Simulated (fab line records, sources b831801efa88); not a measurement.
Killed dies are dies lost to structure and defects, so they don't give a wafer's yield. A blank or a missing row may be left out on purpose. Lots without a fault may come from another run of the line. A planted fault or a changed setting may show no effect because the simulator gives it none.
Which tool did it? | flow sky130 | 12 lots, 36 wafers sampled, at 5 steps of a route of 708

WHAT THE GAUGES READ, wafer by wafer
SKY_LDD_N_OVL_MEAS_07.
lot  | measured     | on         | LDD_N_OVL (nm)
L714 | day 17 18:10 | overlay-02 | 2.8 1.7 2.9
L715 | day 18 00:38 | overlay-02 | 2.3 1.1 3.4
L716 | day 18 10:16 | overlay-02 | -0.1 0.1 -0.3
L717 | day 19 11:41 | overlay-02 | 1.2 0.2 -0.4
L721 | day 20 08:43 | overlay-02 | 0.3 0.3 -0.6
L722 | day 20 14:28 | overlay-01 | 1.1 2.8 1.4
L723 | day 21 02:59 | overlay-01 | 1.7 0.8 -0.4
L724 | day 21 08:29 | overlay-01 | 1.2 0.0 2.0
L726 | day 22 10:11 | overlay-01 | 2.3 1.4 0.0
L728 | day 22 22:59 | overlay-01 | 1.8 2.4 1.1
L729 | day 23 13:16 | overlay-01 | 0.6 2.9 -0.2
L737 | day 26 00:50 | overlay-01 | -2.1 -0.8 -3.2

SKY_LDD_LDN_OVL_MEAS_07.
lot  | measured     | on         | LDD_LDN_OVL (nm)
L714 | day 22 20:46 | overlay-02 | -2.7 -0.6 -0.6
L715 | day 23 05:29 | overlay-02 | 1.9 0.8 -0.2
L716 | day 23 13:14 | overlay-02 | 0.0 0.2 -0.8
L717 | day 24 14:50 | overlay-01 | -1.4 -2.1 0.0
L721 | day 25 09:23 | overlay-01 | 74.1 76.0 74.5
L722 | day 25 16:40 | overlay-02 | 74.5 73.6 74.6
L723 | day 26 04:38 | overlay-01 | 75.2 75.4 74.8
L724 | day 26 09:34 | overlay-02 | 0.4 0.5 -0.3
L726 | day 27 10:53 | overlay-02 | -1.2 -0.2 0.9
L728 | day 27 20:22 | overlay-01 | -0.8 0.9 1.1
L729 | day 28 09:43 | overlay-01 | -0.8 -0.3 -0.4
L737 | day 30 20:18 | overlay-02 | -0.1 -0.3 -0.2

WHICH TOOL RAN EACH LOT (tool, then ch and the chambers of the sampled wafers, then the start)
lot  | SKY_LDD_P_STRIP_10                   | SKY_LDD_HVP_STRIP_09                 | SKY_LDD_LDN_EXPOSE_04
L714 | plasma_asher-02 ch 0,1, day 19 01:20 | plasma_asher-03 ch 0,1, day 21 14:52 | iline_stepper-02 ch 0, day 22 06:12
L715 | plasma_asher-02 ch 0,1, day 19 08:28 | plasma_asher-03 ch 0,1, day 21 23:40 | iline_stepper-02 ch 0, day 22 14:59
L716 | plasma_asher-02 ch 0,1, day 19 18:28 | plasma_asher-03 ch 0,1, day 22 07:36 | iline_stepper-02 ch 0, day 22 22:08
L717 | plasma_asher-01 ch 0,1, day 20 20:13 | plasma_asher-04 ch 0,1, day 23 09:17 | iline_stepper-01 ch 0, day 24 00:32
L721 | plasma_asher-02 ch 0,1, day 21 16:59 | plasma_asher-03 ch 0,1, day 24 05:03 | iline_stepper-02 ch 0, day 24 19:53
L722 | plasma_asher-02 ch 0,1, day 21 22:35 | plasma_asher-01 ch 0,1, day 24 11:40 | iline_stepper-02 ch 0, day 25 02:10
L723 | plasma_asher-02 ch 0,1, day 22 10:55 | plasma_asher-03 ch 0,1, day 24 23:30 | iline_stepper-02 ch 0, day 25 14:20
L724 | plasma_asher-01 ch 0,1, day 22 16:47 | plasma_asher-03 ch 0,1, day 25 03:34 | iline_stepper-01 ch 0, day 25 18:57
L726 | plasma_asher-02 ch 1, day 23 18:13   | plasma_asher-03 ch 0,1, day 26 05:42 | iline_stepper-01 ch 0, day 26 20:37
L728 | plasma_asher-03 ch 0,1, day 24 05:46 | plasma_asher-04 ch 0,1, day 26 15:55 | iline_stepper-01 ch 0, day 27 06:35
L729 | plasma_asher-03 ch 0,1, day 24 19:55 | plasma_asher-04 ch 0,1, day 27 05:34 | iline_stepper-01 ch 0, day 27 19:26
L737 | plasma_asher-01 ch 0,1, day 27 07:18 | plasma_asher-04 ch 0,1, day 29 16:24 | iline_stepper-01 ch 0, day 30 05:50
- SKY_LDD_P_STRIP_10: strips in O2/N2.
- SKY_LDD_HVP_STRIP_09: strips in O2/N2.
- SKY_LDD_LDN_EXPOSE_04: exposes mask LDNTM, target cd 700 nm.

WHAT THE TOOLS THEMSELVES READ (means of the sampled wafers that have a number; where no wafer has one, the mark that the record gives instead)
SKY_LDD_P_STRIP_10.
lot  | tool            | drypump_motor_current_A (A) | oes_product_au (a.u.) | strip_time_to_endpoint_s (s)
L714 | plasma_asher-02 | 5.6                         | 0.717                 | 14.18
L715 | plasma_asher-02 | 5.9                         | 0.719                 | 14.21
L716 | plasma_asher-02 | 5.6                         | 0.714                 | 14.21
L717 | plasma_asher-01 | 5.7                         | 0.717                 | 14.25
L721 | plasma_asher-02 | 5.9                         | 0.718                 | 14.21
L722 | plasma_asher-02 | 5.5                         | 0.719                 | 14.11
L723 | plasma_asher-02 | 5.9                         | 0.716                 | 14.22
L724 | plasma_asher-01 | 5.6                         | 0.720                 | 14.17
L726 | plasma_asher-02 | 5.2                         | 0.720                 | 14.16
L728 | plasma_asher-03 | 5.1                         | 0.717                 | 14.21
L729 | plasma_asher-03 | 5.0                         | 0.717                 | 14.17
L737 | plasma_asher-01 | 5.6                         | 0.715                 | 14.26

SKY_LDD_HVP_STRIP_09.
lot  | tool            | drypump_motor_current_A (A) | oes_product_au (a.u.) | strip_time_to_endpoint_s (s)
L714 | plasma_asher-03 | 5.0                         | 0.406                 | 4.125
L715 | plasma_asher-03 | 5.0                         | 0.410                 | 4.135
L716 | plasma_asher-03 | 5.1                         | 0.409                 | 4.124
L717 | plasma_asher-04 | 5.7                         | 0.414                 | 4.150
L721 | plasma_asher-03 | 5.0                         | 0.411                 | 4.132
L722 | plasma_asher-01 | 5.7                         | 0.405                 | 4.140
L723 | plasma_asher-03 | 5.0                         | 0.410                 | 4.131
L724 | plasma_asher-03 | 5.0                         | 0.409                 | 4.126
L726 | plasma_asher-03 | 5.1                         | 0.413                 | 4.149
L728 | plasma_asher-04 | 5.8                         | 0.410                 | 4.144
L729 | plasma_asher-04 | 5.7                         | 0.407                 | 4.141
L737 | plasma_asher-04 | 5.8                         | 0.411                 | 4.132

THE ANSWER, worked out from the rows above alone
Rule: what is usual is taken from the lots themselves. Put in order of their means at a reading, lots are off if they are a third of the lots or fewer, leave a main group of 4 or more, and stand apart from it by a gap of 3 or more times the standard deviation of the main group's means; of several such gaps the widest counts. A main group whose means are all the same, to the digits that the tables above print for the reading, isn't used. A lot without any number at a reading at which 4 lots or more have one is off too. The other lots that the step has rows for count as sound. The gauges are gone through in route order, then the tools' own readings, and for those a lot's mean is taken as printed above. The first step at which some lot is off is used, and at that step the reading that is off furthest; a lot without a number counts as furthest.
Off: L721, L722, L723, at SKY_LDD_LDN_OVL_MEAS_07 (LDD_LDN_OVL). The main group: mean -0.2 nm, standard deviation 0.65.
A tool fits if, at a process step before that reading, it ran every lot that is off, and no sound lot after the first of them. The gauges at SKY_LDD_LDN_OVL_MEAS_07 are tried like those tools. One fits: iline_stepper-02 at SKY_LDD_LDN_EXPOSE_04. Its last sound lot is L716 (day 22 22:08), its first lot that is off L721 (day 24 19:53): a fault that began between those two fits.

WHAT THE SIMULATOR HAD PUT IN
Scanner matching overlay: iline_stepper-02, from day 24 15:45 on, at SKY_LDD_LDN_EXPOSE_04. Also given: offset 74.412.
Lots struck among those shown: L721, L722, L723. The rule above found the same.
